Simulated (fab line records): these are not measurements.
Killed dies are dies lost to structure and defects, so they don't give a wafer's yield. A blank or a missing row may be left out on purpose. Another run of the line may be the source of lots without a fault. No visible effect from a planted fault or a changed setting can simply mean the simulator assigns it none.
Which of the tools did it? ; flow gf180mcu ; 72 wafers from 24 lots sampled at 5 of the route's 602 steps

WHAT THE GAUGES SHOWED, per wafer
GF_V2_CD_MEAS_14: the cd target is 260 nm. Usual: 260.1 nm for cd nm, sd 1.2.
lot;measured;on;cd nm (nm);flag
L074;day 20 12:43;cd sem-02;260.7 261.2 260.7;
L075;day 20 18:58;cd sem-02;259.7 259.8 258.9;
L076;day 21 08:14;cd sem-02;260.8 260.4 261.1;
L077;day 21 10:16;cd sem-02;260.2 261.0 259.8;
L079;day 22 06:52;cd sem-02;259.8 259.6 259.3;
L078;day 22 10:40;cd sem-01;258.7 259.4 259.8;
L080;day 22 14:21;cd sem-01;261.4 261.0 260.6;
L081;day 23 03:00;cd sem-01;257.7 258.9 258.3;
L082;day 23 06:01;cd sem-02;261.8 260.3 262.1;
L083;day 23 23:50;cd sem-02;259.9 261.8 260.5;
L084;day 24 06:39;cd sem-02;259.9 260.5 259.9;
L085;day 24 14:10;cd sem-02;262.4 261.8 261.4;
L086;day 24 18:02;cd sem-02;260.8 260.1 261.7;
L087;day 25 08:24;cd sem-01;260.8 261.2 261.3;
L088;day 25 17:11;cd sem-01;257.9 258.1 259.0;
L089;day 26 00:48;cd sem-01;262.5 262.3 262.1;
L090;day 26 02:04;cd sem-01;260.8 261.4 261.1;
L091;day 26 11:23;cd sem-01;258.4 258.2 257.3;
L092;day 26 19:09;cd sem-01;258.4 259.9 260.2;
L093;day 27 00:25;cd sem-02;260.3 260.3 258.9;
L094;day 27 11:41;cd sem-02;259.3 259.9 259.3;
L095;day 27 11:58;cd sem-01;261.0 261.2 261.2;
L096;day 27 20:48;cd sem-01;258.2 259.8 258.6;
L097;day 27 23:45;cd sem-01;259.3 259.7 260.6;

GF_V2_OVL_MEAS_15. Usual: for V2_OVL the level is 2 nm and the standard deviation is 5.6.
lot;measured;on;V2_OVL (nm);flag
L074;day 20 12:50;overlay-01;9 -1 5;
L075;day 20 19:05;overlay-02;5 2 15;
L076;day 21 08:20;overlay-02;5 9 6;
L077;day 21 10:23;overlay-02;-5 5 -2;
L079;day 22 06:56;overlay-01;-11 -3 -3;
L078;day 22 10:47;overlay-02;0 3 3;
L080;day 22 14:28;overlay-02;-7 -2 2;
L081;day 23 03:07;overlay-02;7 0 -1;
L082;day 23 06:08;overlay-01;6 2 1;
L083;day 23 23:57;overlay-02;-7 -6 3;
L084;day 24 06:46;overlay-02;5 4 5;
L085;day 24 14:16;overlay-01;0 4 6;
L086;day 24 18:09;overlay-02;3 2 10;
L087;day 25 08:31;overlay-02;-3 1 -7;
L088;day 25 17:18;overlay-01;7 6 5;
L089;day 26 00:54;overlay-02;2 -4 -4;
L090;day 26 02:11;overlay-01;12 5 2;
L091;day 26 11:29;overlay-02;5 2 4;
L092;day 26 19:16;overlay-01;-4 0 -2;
L093;day 27 00:29;overlay-02;6 14 0;
L094;day 27 11:48;overlay-01;-2 -3 -1;
L095;day 27 12:05;overlay-02;-5 3 -3;
L096;day 27 20:55;overlay-02;-2 2 -2;
L097;day 27 23:52;overlay-02;4 4 -6;

GF_MIM_THK_MEAS_06. Usual: for MIM_CVD_05_THK the level is 42.0 nm and the standard deviation is 0.59.
lot;measured;on;MIM_CVD_05_THK (nm);flag
L074;day 24 18:12;film metro-03;41.8 42.9 42.7;
L075;day 24 23:38;film metro-02;41.8 42.4 42.1;
L076;day 25 11:07;film metro-01;41.9 42.9 42.2;
L077;day 25 15:15;film metro-01;41.3 41.1 42.0;
L079;day 26 08:32;film metro-02;41.5 42.1 41.9;
L078;day 26 11:04;film metro-03;41.2 41.3 41.8;
L080;day 26 13:38;film metro-03;41.2 42.6 41.7;
L081;day 27 02:50;film metro-02;41.9 41.3 42.9;
L082;day 27 07:25;film metro-01;41.2 41.2 42.0;
L083;day 27 21:07;film metro-02;41.5 41.8 42.3;
L084;day 28 03:13;film metro-02;42.3 42.1 43.2;
L085;day 28 09:10;film metro-03;41.9 42.6 42.9;
L086;day 28 12:34;film metro-01;42.3 42.7 42.6;
L087;day 29 03:10;film metro-03;42.2 41.8 41.9;
L088;day 29 10:12;film metro-01;41.6 41.3 42.0;
L089;day 29 15:28;film metro-02;41.6 42.1 42.3;
L090;day 29 18:20;film metro-02;41.7 41.7 42.2;
L091;day 30 02:43;film metro-01;42.0 42.7 42.2;
L092;day 30 08:47;film metro-01;40.8 42.2 42.0;
L093;day 30 14:29;film metro-01;42.4 41.6 42.8;
L094;day 31 00:08;film metro-01;41.8 41.5 41.6;
L095;day 31 00:29;film metro-01;40.9 42.3 41.6;
L096;day 31 08:17;film metro-01;42.0 41.3 42.7;
L097;day 31 10:21;film metro-03;41.7 43.2 42.9;

TOOL THAT RAN EACH LOT (tool first, then ch and the chambers of the sampled wafers, then the start)
lot;GF_V1_CMP_26;GF_MIM_SPUTTER_03
L074;cmp-02 ch 0,1,3, day 18 10:11;pvd sputter-01, day 24 18:06
L075;cmp-02 ch 0,2, day 18 16:12;pvd sputter-03, day 24 23:32
L076;cmp-01 ch 0,2,3, day 19 05:48;pvd sputter-04, day 25 11:01
L077;cmp-02 ch 0,1,2, day 19 07:49;pvd sputter-03, day 25 15:09
L079;cmp-01 ch 0,1,2, day 20 05:07;pvd sputter-04, day 26 08:24
L078;cmp-02 ch 1,2,3, day 20 08:44;pvd sputter-01, day 26 10:58
L080;cmp-02 ch 0,2,3, day 20 13:15;pvd sputter-01, day 26 13:31
L081;cmp-01 ch 0,1,2, day 20 22:01;pvd sputter-01, day 27 02:43
L082;cmp-02 ch 1,3, day 21 06:01;pvd sputter-03, day 27 07:19
L083;cmp-01 ch 0,1,3, day 21 23:53;pvd sputter-03, day 27 21:02
L084;cmp-02 ch 1,3, day 22 06:37;pvd sputter-04, day 28 03:06
L085;cmp-02 ch 2,3, day 22 16:03;pvd sputter-01, day 28 09:03
L086;cmp-02 ch 0,1,3, day 22 19:11;pvd sputter-03, day 28 12:29
L087;cmp-02 ch 0,1,2, day 23 09:55;pvd sputter-01, day 29 03:04
L088;cmp-02 ch 0,1,3, day 23 18:27;pvd sputter-03, day 29 10:06
L089;cmp-02 ch 2,3, day 24 03:10;pvd sputter-03, day 29 15:21
L090;cmp-02 ch 1,2,3, day 24 03:56;pvd sputter-01, day 29 18:14
L091;cmp-01 ch 0,1,2, day 24 14:37;pvd sputter-04, day 30 02:37
L092;cmp-02 ch 2,3, day 24 22:31;pvd sputter-03, day 30 08:41
L093;cmp-01 ch 0,1, day 25 03:35;pvd sputter-01, day 30 14:22
L094;cmp-01 ch 0,2,3, day 25 16:29;pvd sputter-04, day 31 00:02
L095;cmp-02 ch 0,2,3, day 25 16:52;pvd sputter-01, day 31 00:22
L096;cmp-02 ch 2,3, day 26 01:56;pvd sputter-04, day 31 08:11
L097;cmp-02 ch 2,3, day 26 05:02;pvd sputter-04, day 31 10:15
- GF_V1_CMP_26: polishes, stops on SiO2, t overpolish 15 s, target thk 0 nm.
- GF_MIM_SPUTTER_03: material Ti, target thk 10 nm, time 6.7 s.

AS READ BY THE TOOLS THEMSELVES (means over the sampled wafers that have a number; for cases with no such wafer, the mark the record gives instead)
GF_V1_CMP_26. Usual: head pressure psi 3.500 psi, standard deviation 0.0072; motor current A 11.5 A, standard deviation 0.95; overpolish run s 14.999 s, standard deviation 0.0095; slurry flow ml min 150.0, standard deviation 0.46; time to endpoint s 83 s, standard deviation 5.4.
lot;tool;head pressure psi (psi);motor current A (A);overpolish run s (s);slurry flow ml min;time to endpoint s (s);flag
L074;cmp-02;3.507;11.3;14.988;149.4;78;
L075;cmp-02;3.506;10.3;14.997;149.9;80;
L076;cmp-01;3.495;12.1;15.002;150.5;89;
L077;cmp-02;3.508;11.2;15.000;150.2;84;
L079;cmp-01;3.496;11.9;14.997;150.1;89;
L078;cmp-02;3.508;11.8;14.999;149.9;86;
L080;cmp-02;3.498;11.0;15.009;149.7;81;
L081;cmp-01;3.500;11.9;14.994;150.3;86;
L082;cmp-02;3.494;12.0;15.003;149.8;82;
L083;cmp-01;3.506;11.6;14.989;149.9;84;
L084;cmp-02;3.499;11.7;15.003;150.2;80;
L085;cmp-02;3.501;11.1;14.996;150.0;82;
L086;cmp-02;3.494;11.4;14.999;150.3;79;
L087;cmp-02;3.503;11.2;14.999;150.0;83;
L088;cmp-02;3.501;11.4;14.999;150.0;81;
L089;cmp-02;3.501;11.3;15.007;149.9;76;
L090;cmp-02;3.504;12.0;14.999;149.8;79;
L091;cmp-01;3.502;11.5;14.998;150.0;83;
L092;cmp-02;3.504;11.0;14.994;149.7;83;
L093;cmp-01;3.499;11.9;15.000;149.9;87;
L094;cmp-01;3.498;12.3;14.992;149.6;81;
L095;cmp-02;3.501;10.9;14.992;150.5;81;
L096;cmp-02;3.513;11.3;14.998;149.8;81;
L097;cmp-02;3.509;11.1;14.996;149.5;83;

GF_MIM_SPUTTER_03. Usual: 30.0 % for throttle valve pct, sd 0.9.
lot;tool;throttle valve pct (%);flag
L074;pvd sputter-01;30.5;
L075;pvd sputter-03;30.6;
L076;pvd sputter-04;29.2;
L077;pvd sputter-03;30.5;
L079;pvd sputter-04;28.9;
L078;pvd sputter-01;30.2;
L080;pvd sputter-01;30.4;
L081;pvd sputter-01;30.0;
L082;pvd sputter-03;30.1;
L083;pvd sputter-03;30.4;
L084;pvd sputter-04;29.4;
L085;pvd sputter-01;29.8;
L086;pvd sputter-03;31.1;
L087;pvd sputter-01;30.5;
L088;pvd sputter-03;30.5;
L089;pvd sputter-03;29.9;
L090;pvd sputter-01;30.7;
L091;pvd sputter-04;29.4;
L092;pvd sputter-03;30.6;
L093;pvd sputter-01;30.6;
L094;pvd sputter-04;28.9;
L095;pvd sputter-01;30.5;
L096;pvd sputter-04;29.0;
L097;pvd sputter-04;29.2;

THE ANSWER, worked out from the rows above alone
Rule: take the mean of a lot's wafers that have a number; if it is more than 3 standard deviations from the usual mean, the lot is off. Also off: a lot with no number at a reading for which 4 or more lots have one. The other lots that the step has rows for count as sound. After the gauges, taken in route order, come the tools' own readings; for these a lot's mean is taken, as printed above. The first step at which some lot is off is used, and at that step the reading that is off furthest; a lot without a number counts as furthest.
No lot is off on any of the readings shown, so nothing can be concluded from this.

WHAT THE SIMULATOR HAD PUT IN
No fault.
